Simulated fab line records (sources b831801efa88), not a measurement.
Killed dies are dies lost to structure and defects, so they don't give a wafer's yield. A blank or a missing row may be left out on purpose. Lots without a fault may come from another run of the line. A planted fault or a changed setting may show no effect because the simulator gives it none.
A lot that was struck, set against a sound lot	flow sfq_line	28 out of 325 route steps
Sound: wafers L751.1, L751.2, L751.5. Struck: wafers L743.2, L743.4 (left out: L743.5, a lot-mate that was not struck); the cause follows at the end.
Order at every step that has rows: each side's tool, ch and its chambers, its first start. Under that, the readings that differ: sound wafers	struck wafers	difference of the means	sigmas: that difference in standard deviations of wafers without a fault.
alike: a reading whose means differ by less than 2 such deviations, as well as words and numbers matching on both sides. not compared: withheld readings; readings where some wafer has no value; bounds like >300 that might hide an equal value; numbers whose values overlap and for which the record gives no deviation.
The two part at a step that has a row with sigmas, a row that says differs or no value, or rows on one side only. Numbers that have no deviation but don't overlap get no sigmas and don't part them. A reading missing from all wafers of one side parts the sides only when that side holds two or more wafers.

first, 6 steps without rows for these wafers: SFQ_TRILAYER_M1_LITHO_COAT_044 (resist thk 62 nm); SFQ_TRILAYER_M1_LITHO_COAT_039 (resist thk 600 nm); SFQ_TRILAYER_M1_LITHO_SOFTBAKE_043; SFQ_TRILAYER_M1_LITHO_EXPOSE_040 (exposes mask M1, target cd 500 nm); SFQ_TRILAYER_M1_LITHO_PEB_042 (peb time 60 s); SFQ_TRILAYER_M1_LITHO_DEVELOP_041 (time 60 s).
SFQ_M1_OVL_MEAS_911:
  sound on overlay-01, day 32 19:53; struck on overlay-02, day 23 17:38
  alike: M1_OVL
then, 2 steps without rows for these wafers: SFQ_TRILAYER_M1_BARC_OPEN_METAL_ETCH_054 (etches BARC in O2, target depth 125 nm, time 41.7 s); SFQ_TRILAYER_M1_ETCH_METAL_ETCH_042 (etches Nb in Cl2/Ar, stops on SiO2, target depth 240 nm, time 120 s).
SFQ_TRILAYER_M1_STRIP_STRIP_043: strips in O2.
  sound on rie_metal-03 ch 0,1, day 32 20:06; struck on rie_metal-01 ch 0,1, day 23 17:51
  alike: drypump_motor_current_A, oes_product_au
  not compared: rf_hours_counter_h
then, 1 step without rows for these wafers: SFQ_TRILAYER_M1_STRIP_SOLV_CLEAN_044 (cleans in NMP, time 600 s).
SFQ_TRILAYER_I1_DEP_PECVD_045: deposits SiO2 from SiH4/N2O, time 111.11 s, target thk 500 nm.
  sound on pecvd-03 ch 1,2, day 32 20:52; struck on pecvd-02 ch 1,2, day 23 18:38
reading	sound	struck	difference	sigmas
heater_power_w (W)	94 95 80	57 66	-28	-2
throttle_valve_pct (%)	25.6 24.9 25.8	23.3 22.4	-2.6	-3
SFQ_TRILAYER_I1_CMP_CMP_046: polishes SiO2.
  sound on cmp-02 ch 0,1,3, day 33 02:57; struck on cmp-02 ch 2,3, day 23 19:34
reading	sound	struck	difference	sigmas
model.SiO2_of_TRILAYER_I1_DEP_PECVD_045.thk_nm (nm)	198.5 198.4 198.1	214.6 215.2	+16.6	
  alike: head_pressure_psi, motor_current_A, retaining_ring_pressure_frac, time_to_endpoint_s
SFQ_I1_BOW_MEAS_912:
  sound on film_metro-03, day 33 05:57; struck on film_metro-03, day 23 22:35
  alike: I1_BOW
SFQ_TRILAYER_I1_METRO_MEASURE_047:
  sound on film_metro-03, day 33 06:04; struck on film_metro-03, day 23 22:53
reading	sound	struck	difference	sigmas
thk_nm (nm)	198.6 198.2 198.1	214.6 215.2	+16.6	+17
then, 6 steps without rows for these wafers: SFQ_TRILAYER_I1_VIA_LITHO_COAT_054 (resist thk 62 nm); SFQ_TRILAYER_I1_VIA_LITHO_COAT_049 (resist thk 650 nm); SFQ_TRILAYER_I1_VIA_LITHO_SOFTBAKE_053; SFQ_TRILAYER_I1_VIA_LITHO_EXPOSE_050 (exposes mask I1, target cd 500 nm); SFQ_TRILAYER_I1_VIA_LITHO_PEB_052 (peb time 60 s); SFQ_TRILAYER_I1_VIA_LITHO_DEVELOP_051 (time 60 s).
-- the record jumps here: 7 days lie between the struck wafers' starts before and after --
SFQ_I1_OVL_MEAS_913:
  sound on overlay-02, day 39 17:57; struck on overlay-01, day 30 13:22
  alike: I1_OVL
SFQ_TRILAYER_I1_VIA_BARC_OPEN_VIA_ETCH_071: etches BARC in O2, target depth 125 nm, time 41.7 s.
  sound on rie_diel-03 ch 0,3, day 39 17:59; struck on rie_diel-04 ch 1,2, day 30 13:24
  alike: drypump_motor_current_A, oes_product_au
  not compared: rf_hours_counter_h
SFQ_TRILAYER_I1_VIA_ETCH_VIA_ETCH_052: etches SiO2 in CHF3, stops on Nb, target depth 260 nm.
  sound on rie_diel-03 ch 0,3, day 39 18:02; struck on rie_diel-04 ch 1,2, day 30 13:26
reading	sound	struck	difference	sigmas
oes_product_au (a.u.)	0.847 0.852 0.843	0.892 0.895	+0.046	+10
model.I1.feature_depth_nm (nm)	198.5 198.4 198.1	214.6 215.2	+16.6	
model.etch.depth_nm (nm)	198.5 198.4 198.1	214.6 215.2	+16.6	
  alike: drypump_motor_current_A
SFQ_TRILAYER_I1_VIA_STRIP_STRIP_053: strips in O2.
  sound on rie_metal-03 ch 1, day 39 18:08; struck on rie_metal-02 ch 0,1, day 30 13:33
reading	sound	struck	difference	sigmas
drypump_motor_current_A (A)	5.1 5.2 5.1	5.6 6.3	+0.8	+2
  alike: oes_product_au
  not compared: rf_hours_counter_h
then, 1 step without rows for these wafers: SFQ_TRILAYER_I1_VIA_STRIP_SOLV_CLEAN_054 (cleans in NMP, time 600 s).
SFQ_TRILAYER_M2_DEP_PRE_CLEAN_056: time 22.5 s.
  sound on pvd_sputter-06, day 39 19:31; struck on pvd_sputter-06, day 30 14:20
reading	sound	struck	difference	sigmas
model.SiO2_of_TRILAYER_I1_DEP_PECVD_045.thk_nm (nm)	191 190.9 190.6	207.1 207.7	+16.6	
SFQ_TRILAYER_M2_DEP_SPUTTER_055: material Nb, target thk 200 nm, time 133.3 s.
  sound on pvd_sputter-06, day 39 19:32; struck on pvd_sputter-06, day 30 14:22
  alike: throttle_valve_pct

WHERE THEY PART
Last at SFQ_TRILAYER_I1_VIA_STRIP_STRIP_053 as far as this record goes, first at SFQ_TRILAYER_I1_DEP_PECVD_045. Later steps at which nothing parts them and some readings are alike: SFQ_TRILAYER_M2_DEP_SPUTTER_055.

WHY: what the simulator had put in
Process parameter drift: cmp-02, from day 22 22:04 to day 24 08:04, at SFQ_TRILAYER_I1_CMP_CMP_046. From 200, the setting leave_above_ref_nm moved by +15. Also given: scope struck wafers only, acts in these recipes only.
